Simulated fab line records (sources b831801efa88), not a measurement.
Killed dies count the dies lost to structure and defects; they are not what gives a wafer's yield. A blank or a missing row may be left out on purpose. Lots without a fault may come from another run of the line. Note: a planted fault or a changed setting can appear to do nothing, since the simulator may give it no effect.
Problem report in the 8D (eight disciplines) form, filled by code    flow sky130    the parts of the form that need people (team, actions taken, sign-off) are left out

## 1. WHAT WENT WRONG
At SKY_CAP2M_METAL_ETCH_13, run length s averages 94.76 s over 4 wafers from 2 lots, while fault-free wafers read 91.26 s, standard deviation 0.29. Relative to the usual mean, that is a shift of +12 standard deviations.
The step: etches TiN in Cl2/BCl3, stops on SiO2, target depth 220 nm, time 62.9 s.
First observed at day 43 18:16: wafer L123.2, on rie metal-04. Wafers with a number at this step in the record: 33, from 11 lots. Rule for "out" (also "out of limits"): further than 4 standard deviations from the usual mean. The other wafers with a number count as sound.

## 2. WHAT THIS IS AND IS NOT
question                     is                              is not
which readings at this step  run length s                    drypump motor current A
which lots                   L123, L129                      L114, L116, L117, L118, L120, L122, L125, L128, L134
which wafers of those lots   L123.2, L123.5, L129.3, L129.5  L123.6, L129.4
read on which tools          rie metal-04                    rie metal-02, rie metal-03
when                         from day 43 18:16               up to then (19 sound wafers); but 10 sound wafers of L125, L128, L129, L134 came after

## 3. SUSPECTS, AND WHAT RULES EACH OUT
Counting: any tool at a process step up to the reading remains a suspect provided it ran every lot that is out. Sound lots after the first of them don't rule it out here, since some wafers of a struck lot are sound.
- rie diel-03 at SKY_VIA3_ETCH_15 (etches SiO2 in C4F8/O2/Ar, stops on TiN, target depth 507 nm, time 78 s): kept. It processed each lot that is out (first: L123, day 42 18:08); up to then, its last sound lot is L114 (day 40 04:08).
- rie metal-04 at SKY_CAP2M_METAL_ETCH_13 (etches TiN in Cl2/BCl3, stops on SiO2, target depth 220 nm, time 62.9 s): kept. It processed each lot that is out (first: L123, day 43 18:16); up to then, its last sound lot is L122 (day 43 04:46). Its own run length s readings are out on those wafers.
After counting, rie diel-03 at SKY_VIA3_ETCH_15 and rie metal-04 at SKY_CAP2M_METAL_ETCH_13 remain.

## 4. THE CAUSE (what the simulator had put in)
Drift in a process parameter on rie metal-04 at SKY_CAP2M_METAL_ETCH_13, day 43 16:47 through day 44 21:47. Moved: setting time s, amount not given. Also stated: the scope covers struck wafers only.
This tool is one of the 2 suspects left after counting.

## 5. SEQUENCE OF EFFECTS, ordered by route
One row per reading whose mean, taken over the struck wafers that have a number, lies over 3 standard deviations from the usual. Scope: only readings with a usual standard deviation given in the record; hours: median across lots of the time from each lot's start at the first step in this table that gives one to its start at this step; sigmas: change in usual standard deviations.
hours  step                     reading         usual       on struck wafers  change  sigmas
0      SKY_CAP2M_METAL_ETCH_13  run length s    91.26 s     94.76             +3.50   +12
22     SKY_METAL4_ETCH_17       oes product au  0.756 a.u.  0.729             -0.027  -3.2
It contains these process steps:
- SKY_CAP2M_METAL_ETCH_13: etches TiN in Cl2/BCl3, stops on SiO2, target depth 220 nm, time 62.9 s.
- SKY_METAL4_ETCH_17: etches SiO2 in C4F8/O2/Ar, stops on TiN, time 3.9 s, target depth 15 nm.

## 6. HOW IT WOULD HAVE BEEN CAUGHT EARLIER
In this record the first reading out of limits was taken at day 43 18:16, 1 hour after the fault began at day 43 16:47.
